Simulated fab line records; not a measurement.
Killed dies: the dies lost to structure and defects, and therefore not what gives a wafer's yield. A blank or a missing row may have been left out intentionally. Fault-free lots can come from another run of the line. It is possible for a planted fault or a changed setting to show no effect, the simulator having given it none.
Which tool was responsible? | flow gf180mcu | Sampling: 12 lots, 36 wafers, 6 of 602 route steps

== WHAT THE GAUGES SHOWED, per wafer ==
GF_LVPWELL_OVL_MEAS_07. Usual: LVPWELL_OVL gives 1.4 nm (standard deviation 1.4).
lot  | measured    | on         | LVPWELL_OVL (nm) | flag
L773 | day 3 20:16 | overlay-02 | 0.4 0.6 0.0      |
L777 | day 4 18:38 | overlay-02 | 0.2 1.9 2.5      |
L778 | day 5 00:44 | overlay-01 | 0.3 0.7 1.6      |
L779 | day 5 07:02 | overlay-01 | 1.0 0.2 -0.6     |
L782 | day 5 23:47 | overlay-01 | 0.2 1.8 -0.7     |
L784 | day 6 12:11 | overlay-02 | 1.0 1.3 0.4      |
L790 | day 7 19:28 | overlay-02 | 0.3 -0.5 -0.9    |
L792 | day 8 06:20 | overlay-02 | 3.4 1.8 1.4      |
L793 | day 8 12:31 | overlay-01 | -2.0 -1.6 -0.9   |
L794 | day 9 00:08 | overlay-01 | 2.4 1.4 3.7      |
L796 | day 9 08:01 | overlay-02 | 2.6 3.9 4.7      |
L795 | day 9 08:22 | overlay-02 | 0.8 2.1 1.8      |

GF_VT_IMPLANT_OVL_MEAS_07. Usual: VT_IMPLANT_OVL gives -0.1 nm (standard deviation 1.4).
lot  | measured     | on         | VT_IMPLANT_OVL (nm) | flag
L773 | day 5 14:54  | overlay-01 | -1.8 -1.3 -2.4      |
L777 | day 6 15:32  | overlay-02 | 2.2 0.4 2.6         |
L778 | day 6 21:07  | overlay-02 | 1.9 1.9 0.1         |
L779 | day 7 03:48  | overlay-02 | -1.0 -1.0 -0.7      |
L782 | day 7 21:15  | overlay-01 | -2.0 -2.5 -0.9      |
L784 | day 8 09:04  | overlay-02 | 0.4 1.1 1.1         |
L790 | day 9 20:08  | overlay-01 | -0.4 1.0 0.6        |
L792 | day 10 09:46 | overlay-01 | -0.6 -0.8 -1.7      |
L793 | day 10 17:21 | overlay-02 | -0.4 0.3 1.4        |
L794 | day 11 06:04 | overlay-01 | 0.8 -1.4 -1.1       |
L796 | day 11 14:34 | overlay-02 | 0.3 1.5 3.2         |
L795 | day 11 15:13 | overlay-02 | -1.1 -0.9 1.3       |

GF_VT_IMPLANT_TW_MEAS_10. Usual: VT_IMPLANT_TW gives 565 (standard deviation 5.9).
lot  | measured     | on            | VT_IMPLANT_TW | flag
L773 | day 5 15:11  | film metro-01 | 573 577 576   |
L777 | day 6 15:49  | film metro-04 | 556 560 558   |
L778 | day 6 21:24  | film metro-02 | 560 558 563   |
L779 | day 7 04:05  | film metro-02 | 553 557 553   |
L782 | day 7 21:32  | film metro-01 | 570 576 572   |
L784 | day 8 09:21  | film metro-04 | 564 563 562   |
L790 | day 9 20:25  | film metro-02 | 558 555 561   |
L792 | day 10 10:03 | film metro-01 | 570 569 566   |
L793 | day 10 17:38 | film metro-01 | 568 569 567   |
L794 | day 11 06:21 | film metro-01 | 571 569 569   |
L796 | day 11 14:51 | film metro-02 | 561 552 558   |
L795 | day 11 15:31 | film metro-01 | 571 573 570   |

GF_VT_IMPLANT_TW_MEAS_32. Usual: VT_IMPLANT_3_TW gives 268.2 (standard deviation 2.8).
lot  | measured     | on            | VT_IMPLANT_3_TW   | flag
L773 | day 6 19:46  | film metro-04 | 265.3 265.7 266.2 |
L777 | day 7 22:29  | film metro-02 | 264.6 264.5 264.0 |
L778 | day 8 02:58  | film metro-04 | 267.8 267.8 268.5 |
L779 | day 8 09:37  | film metro-01 | 271.1 270.5 270.3 |
L782 | day 9 04:37  | film metro-01 | 270.7 270.5 270.6 |
L784 | day 9 19:33  | film metro-04 | 30.0 29.8 30.0    | OFF
L790 | day 11 08:48 | film metro-01 | 272.2 271.3 272.2 |
L792 | day 12 00:06 | film metro-01 | 271.2 272.5 271.8 |
L793 | day 12 05:57 | film metro-02 | 265.0 265.1 266.1 |
L794 | day 12 20:51 | film metro-02 | 264.9 263.8 265.4 |
L796 | day 13 05:21 | film metro-02 | 265.9 264.3 265.8 |
L795 | day 13 06:17 | film metro-04 | 268.9 267.7 267.4 |

== WHICH TOOL RAN EACH LOT (tool, then ch and the chambers of the sampled wafers, then the start) ==
lot  | GF_VT_IMPLANT_STRIP_20               | GF_VT_IMPLANT_STRIP_31
L773 | plasma asher-02 ch 0,1, day 6 05:12  | plasma asher-01 ch 0,1, day 6 19:40
L777 | plasma asher-02 ch 0,1, day 7 06:48  | plasma asher-02 ch 0,1, day 7 22:23
L778 | plasma asher-04 ch 0,1, day 7 12:01  | plasma asher-04 ch 0, day 8 02:52
L779 | plasma asher-01 ch 0,1, day 7 18:51  | plasma asher-04 ch 0,1, day 8 09:31
L782 | plasma asher-04 ch 0,1, day 8 11:35  | plasma asher-01 ch 0,1, day 9 04:31
L784 | plasma asher-01 ch 0,1, day 9 02:12  | plasma asher-02 ch 0,1, day 9 19:27
L790 | plasma asher-02 ch 0,1, day 10 14:33 | plasma asher-02 ch 0,1, day 11 08:42
L792 | plasma asher-02 ch 0,1, day 11 05:21 | plasma asher-04 ch 0,1, day 12 00:00
L793 | plasma asher-01 ch 0,1, day 11 11:15 | plasma asher-02 ch 0,1, day 12 05:51
L794 | plasma asher-02 ch 0,1, day 12 01:04 | plasma asher-02 ch 1, day 12 20:45
L796 | plasma asher-01 ch 0,1, day 12 09:45 | plasma asher-04 ch 0,1, day 13 05:15
L795 | plasma asher-02 ch 0,1, day 12 10:21 | plasma asher-04 ch 0,1, day 13 06:12
- GF_VT_IMPLANT_STRIP_20: strips in O2/N2.
- GF_VT_IMPLANT_STRIP_31: strips in O2/N2.

== AS READ BY THE TOOLS THEMSELVES (means over the sampled wafers that have a number; for cases with no such wafer, the mark the record gives instead) ==
GF_VT_IMPLANT_STRIP_20. Usual: drypump motor current A 5.7 A, standard deviation 0.5; heater power w 324 W, standard deviation 25; o2 flow sccm 2999 sccm, standard deviation 7.5; oes product au 0.716 a.u., standard deviation 0.0047; strip time to endpoint s 12.637 s, standard deviation 0.029.
lot  | tool            | drypump motor current A (A) | heater power w (W) | o2 flow sccm (sccm) | oes product au (a.u.) | strip time to endpoint s (s) | flag
L773 | plasma asher-02 | 6.2                         | 304                | 3000                | 0.716                 | 12.631                       |
L777 | plasma asher-02 | 6.2                         | 309                | 2995                | 0.719                 | 12.614                       |
L778 | plasma asher-04 | 5.9                         | 327                | 3001                | 0.715                 | 12.642                       |
L779 | plasma asher-01 | 5.2                         | 330                | 3004                | 0.717                 | 12.637                       |
L782 | plasma asher-04 | 5.9                         | 321                | 3008                | 0.715                 | 12.607                       |
L784 | plasma asher-01 | 5.2                         | 325                | 2995                | 0.914                 | -                            | OFF
L790 | plasma asher-02 | 6.2                         | 306                | 2999                | 0.712                 | 12.633                       |
L792 | plasma asher-02 | 5.7                         | 318                | 3005                | 0.718                 | 12.629                       |
L793 | plasma asher-01 | 5.2                         | 327                | 2997                | 0.714                 | 12.676                       |
L794 | plasma asher-02 | 6.1                         | 304                | 3003                | 0.715                 | 12.616                       |
L796 | plasma asher-01 | 5.4                         | 351                | 3000                | 0.716                 | 12.655                       |
L795 | plasma asher-02 | 5.7                         | 315                | 2994                | 0.714                 | 12.655                       |

GF_VT_IMPLANT_STRIP_31. Usual: drypump motor current A 5.7 A, standard deviation 0.49; heater power w 325 W, standard deviation 28; o2 flow sccm 3001 sccm, standard deviation 8.5; oes product au 0.716 a.u., standard deviation 0.0045; strip time to endpoint s 12.64 s, standard deviation 0.034.
lot  | tool            | drypump motor current A (A) | heater power w (W) | o2 flow sccm (sccm) | oes product au (a.u.) | strip time to endpoint s (s) | flag
L773 | plasma asher-01 | 5.2                         | 327                | 2998                | 0.716                 | 12.65                        |
L777 | plasma asher-02 | 5.7                         | 311                | 3005                | 0.717                 | 12.62                        |
L778 | plasma asher-04 | 5.8                         | 301                | 3006                | 0.716                 | 12.61                        |
L779 | plasma asher-04 | 5.9                         | 318                | 3006                | 0.714                 | 12.62                        |
L782 | plasma asher-01 | 5.4                         | 348                | 3002                | 0.715                 | 12.71                        |
L784 | plasma asher-02 | 5.7                         | 312                | 2999                | 0.717                 | 22.85                        | OFF
L790 | plasma asher-02 | 6.1                         | 309                | 2992                | 0.717                 | 12.66                        |
L792 | plasma asher-04 | 5.9                         | 328                | 3004                | 0.717                 | 12.64                        |
L793 | plasma asher-02 | 5.7                         | 318                | 3000                | 0.715                 | 12.68                        |
L794 | plasma asher-02 | 6.6                         | 298                | 3010                | 0.715                 | 12.64                        |
L796 | plasma asher-04 | 5.9                         | 326                | 3004                | 0.715                 | 12.64                        |
L795 | plasma asher-04 | 5.9                         | 318                | 3000                | 0.713                 | 12.65                        |

== THE ANSWER, worked out from the rows above alone ==
Rule: a lot is off if the mean of its wafers that have a number lies more than 3 standard deviations from the usual mean. A lot without any number at a reading at which 4 lots or more have one is off too. The other lots that the step has rows for count as sound. First the gauges in route order, then the tools' own readings, where a lot's mean is used as printed above. The first step at which some lot is off is used, and at that step the reading that is off furthest; a lot without a number counts as furthest.
Off: at GF_VT_IMPLANT_TW_MEAS_32 (VT_IMPLANT_3_TW), L784.
If a tool, at a process step before that reading, ran all the lots that are off and no sound lot after the first of them, it fits. Not tried: the gauges at GF_VT_IMPLANT_TW_MEAS_32; whatever is off there is also off at GF_VT_IMPLANT_STRIP_20, on other tools, and gauge error can't account for it. None of those tried fits.

== WHAT THE SIMULATOR PUT IN ==
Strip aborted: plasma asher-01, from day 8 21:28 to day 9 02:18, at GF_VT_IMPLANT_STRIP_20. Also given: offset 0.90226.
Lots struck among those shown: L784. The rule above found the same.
